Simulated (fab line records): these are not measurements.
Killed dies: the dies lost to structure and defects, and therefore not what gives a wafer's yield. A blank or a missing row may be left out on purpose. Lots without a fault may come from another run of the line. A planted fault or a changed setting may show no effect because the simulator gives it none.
Code-filled problem report in 8D (eight disciplines) form / flow sky130 / the parts of the form that need people (team, actions taken, sign-off) are left out

1. THE ISSUE
killed-at-front-end at SKY_PAD_OPEN_PROBE_99 reads a mean of 48 on 9 wafers of 3 lots; wafers without a fault read 16 with a standard deviation of 4. That is +8.0 standard deviations from the usual mean.
First seen on wafer L748.3, day 48 16:40, on prober-01. Wafers with a number at this step in the record: 9, from 3 lots. The rule behind "out" and "out of limits": a value lying over 4 standard deviations away from the usual mean. Any other wafer with a number is counted as sound.

2. WHAT IT IS AND WHAT IT IS NOT
question=which readings at this step; is=killed-at-front-end; is not=killed_at_M4_up, killed-at-other, killed-short
question=which lots; is=L748, L749, L750; is not=-
question=which wafers of those lots; is=all that have a number; is not=-
question=read on which tools; is=prober-01, prober-02; is not=-
question=when; is=from day 48 16:40; is not=up to then (0 sound wafers)

3. THE SUSPECTS, EACH WITH WHAT RULES IT OUT
Counting: a tool at any process step up to the reading remains a suspect when it ran all the lots that are out and ran no sound lot after the first of those.
- lpcvd-02 at SKY_POLY_GATE_CVD_03 (deposits Si3N4 from DCS/NH3, target thk 75 nm, time 1290 s): kept. It ran every lot that is out, first L748 (day 19 09:44), and no sound lot after that.
Left after counting: lpcvd-02 at SKY_POLY_GATE_CVD_03.

4. THE CAUSE (what the simulator had put in)
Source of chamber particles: lpcvd-02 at SKY_POLY_GATE_CVD_03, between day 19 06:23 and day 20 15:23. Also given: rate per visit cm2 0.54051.
The count eliminated every tool but this one.

5. THE EFFECT CHAIN, in route order
Each row: a reading where the mean over the struck wafers with a number is more than 3 standard deviations away from the usual. Only readings whose record carries a usual standard deviation are examined. hours: median over the lots of the time between each lot's start at the first step of this table that gives one and its start at this step. sigmas: the change, counted in usual standard deviations.
hours=0; step=SKY_PAD_OPEN_PROBE_99; reading=killed-at-front-end; usual=16; on struck wafers=48; change=+32; sigmas=+8.0
The process steps in it:
- SKY_PAD_OPEN_PROBE_99

6. WHAT WOULD HAVE CAUGHT IT SOONER
In this record the first reading out of limits was taken at day 48 16:40, 706 hours after the fault began at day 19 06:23.
Tool readings at SKY_POLY_GATE_CVD_03 with a usual standard deviation given in the record: none out on any struck wafer, hence no alarm at a limit of 4 standard deviations on them.
By day 48 16:40, every lot that is out (3) had started SKY_POLY_GATE_CVD_03 on lpcvd-02. Tool hold at that time: it would have spared none of them.
